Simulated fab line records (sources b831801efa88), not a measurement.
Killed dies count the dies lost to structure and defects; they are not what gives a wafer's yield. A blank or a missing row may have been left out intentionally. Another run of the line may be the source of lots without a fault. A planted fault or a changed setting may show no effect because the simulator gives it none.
Split-lot study | flow sfq line | on a route of 325 steps: 5 lots, 23 wafers read

## ON THE SPLIT
At SFQ_TRILAYER_M3_BARC_OPEN_METAL_ETCH_100 (etches BARC in O2, target depth 125 nm, time 41.7 s), the setting time s was moved away from the recipe's 41.7 s on 7 of the 23 wafers read, by -13.8% to -6.0%. For the rest of the wafers, this setting stayed at what the recipe calls for.

The reading is taken at the split's own step.

## THE READING
oes product au, in a.u., at SFQ_TRILAYER_M3_BARC_OPEN_METAL_ETCH_100 (etches BARC in O2, target depth 125 nm, time 41.7 s). On this fab line, fault-free wafers typically give 0.685 a.u. with a standard deviation of 0.0053 a.u.

wafer  | tool, chamber at the split | time s as run, s | against the recipe | oes product au, a.u. | against lot-mates on the recipe
L075.1 | rie metal-01, 0            | 35.95            | -13.8%             | 0.721                | +0.044
L075.2 | rie metal-01, 1            | 35.95            | -13.8%             | 0.734                | +0.057
L075.3 | rie metal-01, 0            | 35.95            | -13.8%             | 0.717                | +0.040
L075.5 | rie metal-01, 1            | 41.7             | recipe             | 0.677                | -
L075.6 | rie metal-01, 0            | 41.7             | recipe             | 0.677                | -
L077.1 | rie metal-04, 1            | 41.7             | recipe             | 0.689                | -
L077.2 | rie metal-04, 0            | 41.7             | recipe             | 0.707                | -
L077.4 | rie metal-04, 0            | 41.7             | recipe             | 0.701                | -
L077.5 | rie metal-04, 0            | 41.7             | recipe             | 0.681                | -
L077.6 | rie metal-04, 1            | 41.7             | recipe             | 0.680                | -
L079.2 | rie metal-04, 1            | 41.7             | recipe             | 0.690                | -
L079.4 | rie metal-04, 0            | 41.7             | recipe             | 0.693                | -
L079.5 | rie metal-04, 0            | 41.7             | recipe             | 0.693                | -
L083.1 | rie metal-02, 0            | 41.7             | recipe             | 0.683                | -
L083.2 | rie metal-02, 1            | 41.7             | recipe             | 0.679                | -
L083.3 | rie metal-02, 1            | 41.7             | recipe             | 0.687                | -
L083.4 | rie metal-02, 0            | 39.2             | -6.0%              | 0.707                | +0.024
L083.6 | rie metal-02, 0            | 39.2             | -6.0%              | 0.707                | +0.024
L084.1 | rie metal-01, 0            | 37.22            | -10.7%             | 0.694                | +0.022
L084.2 | rie metal-01, 1            | 37.22            | -10.7%             | 0.716                | +0.044
L084.3 | rie metal-01, 1            | 41.7             | recipe             | 0.667                | -
L084.4 | rie metal-01, 0            | 41.7             | recipe             | 0.681                | -
L084.5 | rie metal-01, 0            | 41.7             | recipe             | 0.668                | -

FIT RESULTS
A straight line over all 23 wafers: oes product au changes by -0.00266 a.u. for each +1% of time s; r = -0.81; the points scatter about the line by 0.011 a.u.
The same after taking each lot's own level away (the mean of its wafers on the recipe; 23 wafers): -0.00335 a.u. for each +1%; r = -0.93; scatter 0.0075 a.u.
That fit puts the effect of the largest move of time s on the reading at 0.046 a.u.
The span of the lots' own levels, 0.6720 to 0.6920 a.u., comes to 3.8 times the standard deviation stated above.
Thus the slope moves with the lot-to-lot level: the two fits are different.
Check: with one of the wafers moved furthest among these (-13.8%) left out of the fit, the line predicts +0.0471 a.u. for it against its lot-mates. It came out at +0.044 a.u. against them.
Tool readings at the split's step, against how far the setting was moved: oes product au r = -0.81.

## THESE WAFERS: OTHER SPLITS
Before the reading, these wafers also passed through other splits. Each is held against what the fit with the lots' levels taken away leaves over:
other split on the same wafers                    | wafers away from the commonest value | r with oes product au (lot level and that fit taken away)
SFQ_TRILAYER_M2_LITHO_EXPOSE_058 dose mj          | 8                                    | -0.29
SFQ_TRILAYER_I2_DEP_PECVD_063 time s              | 9                                    | -0.01
SFQ_TRILAYER_I2_VIA_LITHO_COAT_072 spin rpm       | 8                                    | +0.27
SFQ_TRILAYER_I2_VIA_BARC_OPEN_VIA_ETCH_096 time s | 5                                    | -0.02
SFQ_TRILAYER_M3_LITHO_COAT_080 resist thk nm      | 8                                    | +0.64

## THE WHOLE CHAIN: every reading that the file lists as answering this split, in the file's order
step                                     | what it does                                        | reading                                                                                   | change (the file's fit)                   | r (the file's)
SFQ_TRILAYER_M3_BARC_OPEN_METAL_ETCH_100 | etches BARC in O2, target depth 125 nm, time 41.7 s | oes product au                                                                            | -0.00337 a.u. for each +1% of the setting | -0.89
SFQ_TRILAYER_M3_BARC_OPEN_METAL_ETCH_100 | etches BARC in O2, target depth 125 nm, time 41.7 s | KrF_of_TRILAYER_M3_LITHO_COAT_075.thk nm (the simulator's own value, which no gauge read) | -0.537 nm for each +1% of the setting     | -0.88

## THE FILE'S OWN FIT
oes product au changes by -0.00337 a.u. for each +1% of time s, r = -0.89.
